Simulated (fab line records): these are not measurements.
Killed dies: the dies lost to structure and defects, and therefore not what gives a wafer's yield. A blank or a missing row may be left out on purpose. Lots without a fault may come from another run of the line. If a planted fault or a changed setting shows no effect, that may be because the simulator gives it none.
Comparing a struck lot with a sound one + flow sfq_line + 43 out of 325 route steps
Sound: the wafers L668.2, L668.4, L668.6. Struck: wafer L679.1 (L679.2, L679.6, from the same lot, were not struck and are left out); the cause is given at the end.
Order at every step that has rows: each side's tool, ch and its chambers, its first start. Under that, the readings that differ: sound wafers + struck wafers + difference of the means + sigmas: that difference in standard deviations of wafers without a fault.
alike: words and numbers the same on both sides, and readings whose means are apart by under 2 such deviations; not compared: readings that were withheld, readings missing a value for some wafer, numbers with overlapping values and no deviation given by the record, and bounds like >300 which may hide the same value.
A row with sigmas, a row that says differs or no value, or rows on one side alone: a step with any of these is where the two part. Non-overlapping numbers with no deviation appear without sigmas and do not part them. A reading missing from all wafers of one side parts the sides only when that side holds two or more wafers.

first, 6 steps without rows for these wafers: SFQ_TRILAYER_M4_LITHO_COAT_098 (resist thk 62 nm); SFQ_TRILAYER_M4_LITHO_COAT_093 (resist thk 600 nm); SFQ_TRILAYER_M4_LITHO_SOFTBAKE_097; SFQ_TRILAYER_M4_LITHO_EXPOSE_094 (exposes mask M4, target cd 500 nm); SFQ_TRILAYER_M4_LITHO_PEB_096 (peb time 60 s); SFQ_TRILAYER_M4_LITHO_DEVELOP_095 (time 60 s).
SFQ_M4_OVL_MEAS_926:
  sound on overlay-02 at day 46 22:29; struck on overlay-02 at day 50 14:17
  alike: M4_OVL
then, 1 step without rows for these wafers: SFQ_TRILAYER_M4_BARC_OPEN_METAL_ETCH_123 (etches BARC in O2, target depth 125 nm, time 41.7 s).
SFQ_TRILAYER_M4_ETCH_METAL_ETCH_096: etches Nb in Cl2/Ar, stops on SiO2, target depth 240 nm, time 120 s.
  sound on rie_metal-03 ch 0,1, day 46 22:35; struck on rie_metal-01 ch 1, day 50 14:23
  alike: drypump_motor_current_A, oes_product_au
  not compared: rf_hours_counter_h
then, 3 steps without rows for these wafers: SFQ_TRILAYER_M4_STRIP_STRIP_097 (strips in O2); SFQ_TRILAYER_M4_STRIP_SOLV_CLEAN_098 (cleans in NMP, time 600 s); SFQ_TRILAYER_I4_DEP_PECVD_099 (deposits SiO2 from SiH4/N2O, time 111.11 s, target thk 500 nm).
SFQ_TRILAYER_I4_CMP_CMP_100: polishes SiO2.
  sound on cmp-02 ch 0,1, day 47 03:38; struck on cmp-02 ch 2, day 50 22:56
| reading                                             | sound             | struck | difference | sigmas |
|-----------------------------------------------------|-------------------|--------|------------|--------|
| motor_current_A (A)                                 | 9.6 10.0 10.0     | 11.9   | +2.0       | +3     |
| time_to_endpoint_s (s)                              | 217 223 222       | 283    | +62        | +10    |
| model.SiO2_of_TRILAYER_I4_DEP_PECVD_099.thk_nm (nm) | 200.7 201.9 200.3 | 308.1  | +107.1     |        |
  alike: edge_zone_pressure_frac
SFQ_I4_BOW_MEAS_927:
  sound on film_metro-01 at day 47 06:40; struck on film_metro-03 at day 51 03:16
  not compared: I4_BOW
SFQ_TRILAYER_I4_METRO_MEASURE_101:
  sound on film_metro-01 at day 47 06:58; struck on film_metro-03 at day 51 07:50
| reading     | sound             | struck | difference | sigmas      |
|-------------|-------------------|--------|------------|-------------|
| thk_nm (nm) | 200.5 201.9 200.3 | 307.8  | +106.9     | +99 or more |
then, 6 steps without rows for these wafers: SFQ_TRILAYER_I4_VIA_LITHO_COAT_108 (resist thk 62 nm); SFQ_TRILAYER_I4_VIA_LITHO_COAT_103 (resist thk 650 nm); SFQ_TRILAYER_I4_VIA_LITHO_SOFTBAKE_107; SFQ_TRILAYER_I4_VIA_LITHO_EXPOSE_104 (exposes mask I4, target cd 700 nm); SFQ_TRILAYER_I4_VIA_LITHO_PEB_106 (peb time 60 s); SFQ_TRILAYER_I4_VIA_LITHO_DEVELOP_105 (time 60 s).
-- the record jumps here: 5 days lie between the struck wafers' starts before and after --
SFQ_I4_OVL_MEAS_928:
  sound on overlay-02 at day 53 02:41; struck on overlay-01 at day 56 03:39
  alike: I4_OVL
SFQ_TRILAYER_I4_VIA_BARC_OPEN_VIA_ETCH_146: etches BARC in O2, target depth 125 nm, time 41.7 s.
  sound on rie_diel-04 ch 1,2,3, day 53 02:43; struck on rie_diel-03 ch 1, day 56 03:41
  alike: drypump_motor_current_A, oes_product_au
  not compared: rf_hours_counter_h
SFQ_TRILAYER_I4_VIA_ETCH_VIA_ETCH_106: etches SiO2 in CHF3, stops on Nb, target depth 260 nm.
  sound on rie_diel-04 ch 1,2,3, day 53 02:46; struck on rie_diel-03 ch 1, day 56 03:43
| reading                        | sound             | struck | difference | sigmas |
|--------------------------------|-------------------|--------|------------|--------|
| oes_product_au (a.u.)          | 0.856 0.862 0.853 | 1.016  | +0.159     | +31    |
| model.etch.depth_nm (nm)       | 200.7 201.9 200.3 | 264.5  | +63.5      |        |
| model.I4.feature_depth_nm (nm) | 200.7 201.9 200.3 | 264.5  | +63.5      |        |
  alike: drypump_motor_current_A
SFQ_TRILAYER_I4_VIA_STRIP_STRIP_107: strips in O2.
  sound on rie_metal-04 ch 1, day 53 03:04; struck on rie_metal-02 ch 0, day 56 03:50
| reading                     | sound       | struck | difference                   | sigmas |
|-----------------------------|-------------|--------|------------------------------|--------|
| drypump_motor_current_A (A) | 5.3 5.3 5.3 | 6.6    | +1.3                         | +2     |
| rf_hours_counter_h (h)      | - - -       | 104    | no value on the sound wafers |        |
  alike: oes_product_au
then, 3 steps without rows for these wafers: SFQ_TRILAYER_I4_VIA_STRIP_SOLV_CLEAN_108 (cleans in NMP, time 600 s); SFQ_TRILAYER_JJ_TRILAYER_DEP_PRE_CLEAN_113 (time 22.5 s); SFQ_TRILAYER_JJ_TRILAYER_DEP_SPUTTER_109 (material Nb, target thk 150 nm, time 100 s).
SFQ_TRILAYER_JJ_TRILAYER_DEP_SPUTTER_110: material Al, target thk 8 nm, time 10 s.
  sound on pvd_sputter-06 at day 53 04:21; struck on pvd_sputter-06 at day 56 04:43
  alike: throttle_valve_pct
then, 1 step without rows for these wafers: SFQ_TRILAYER_JJ_TRILAYER_DEP_AL_OXIDATION_111 (oxidation time 600 s).
SFQ_TRILAYER_JJ_TRILAYER_DEP_SPUTTER_112: material Nb, target thk 170 nm, time 113.3 s.
  sound on pvd_sputter-06 at day 53 05:22; struck on pvd_sputter-06 at day 56 05:44
  alike: substrate_temp_c, throttle_valve_pct
SFQ_JJ_RS_MEAS_929: the measuring method here is four-point-probe.
  sound on film_metro-02 at day 53 05:28; struck on film_metro-04 at day 56 05:49
  alike: JJ_NB_RS
then, 6 steps without rows for these wafers: SFQ_TRILAYER_JJ_CE_LITHO_COAT_119 (resist thk 62 nm); SFQ_TRILAYER_JJ_CE_LITHO_COAT_114 (resist thk 600 nm); SFQ_TRILAYER_JJ_CE_LITHO_SOFTBAKE_118; SFQ_TRILAYER_JJ_CE_LITHO_EXPOSE_115 (exposes mask J5, target cd 700 nm); SFQ_TRILAYER_JJ_CE_LITHO_PEB_117 (peb time 60 s); SFQ_TRILAYER_JJ_CE_LITHO_DEVELOP_116 (time 60 s).
-- the record jumps here: 5 days lie between the struck wafers' starts before and after --
SFQ_JJ_OVL_MEAS_931:
  sound on overlay-01 at day 58 04:32; struck on overlay-02 at day 61 05:43
  alike: J5_OVL
then, 2 steps without rows for these wafers: SFQ_TRILAYER_JJ_CE_METRO_MEASURE_117; SFQ_TRILAYER_JJ_CE_BARC_OPEN_RIE_150 (chemistry O2, target BARC, target depth 240 nm, time 80 s).
-- the record jumps here: 5 days lie between the struck wafers' starts before and after --
SFQ_TRILAYER_M5_ETCH_METAL_ETCH_126: etches Nb in Cl2/BCl3, stops on SiO2, time 203.2 s, target depth 265 nm.
  sound on rie_metal-04 ch 1, day 62 19:08; struck on rie_metal-04 ch 1, day 65 18:03
| reading                                             | sound             | struck | difference | sigmas |
|-----------------------------------------------------|-------------------|--------|------------|--------|
| model.SiO2_of_TRILAYER_I4_DEP_PECVD_099.thk_nm (nm) | 180.8 181.9 180.4 | 288.1  | +107.1     |        |
  alike: drypump_motor_current_A, oes_product_au
  not compared: rf_hours_counter_h
-- the record jumps here: 18 days lie between the struck wafers' starts before and after --
SFQ_M8_BOW_MEAS_951:
  sound on film_metro-03 at day 75 10:20; struck on film_metro-03 at day 83 10:26
| reading                 | sound             | struck | difference | sigmas |
|-------------------------|-------------------|--------|------------|--------|
| model.etest.i4.link_ohm | 2.177 2.167 2.184 | 1e+06  | +1e+06     |        |
  alike: M8_BOW

WHERE THEY PART
Earliest at SFQ_TRILAYER_I4_CMP_CMP_100; latest, in this record, at SFQ_TRILAYER_I4_VIA_STRIP_STRIP_107. Later steps at which nothing parts them and some readings are alike: SFQ_TRILAYER_JJ_TRILAYER_DEP_SPUTTER_110, SFQ_TRILAYER_JJ_TRILAYER_DEP_SPUTTER_112, SFQ_JJ_RS_MEAS_929, SFQ_JJ_OVL_MEAS_931, SFQ_TRILAYER_M5_ETCH_METAL_ETCH_126, SFQ_M8_BOW_MEAS_951.

WHY: what had been put in by the simulator
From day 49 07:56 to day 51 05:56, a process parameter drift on cmp-02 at SFQ_TRILAYER_I4_CMP_CMP_100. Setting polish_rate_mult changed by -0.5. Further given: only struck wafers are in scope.
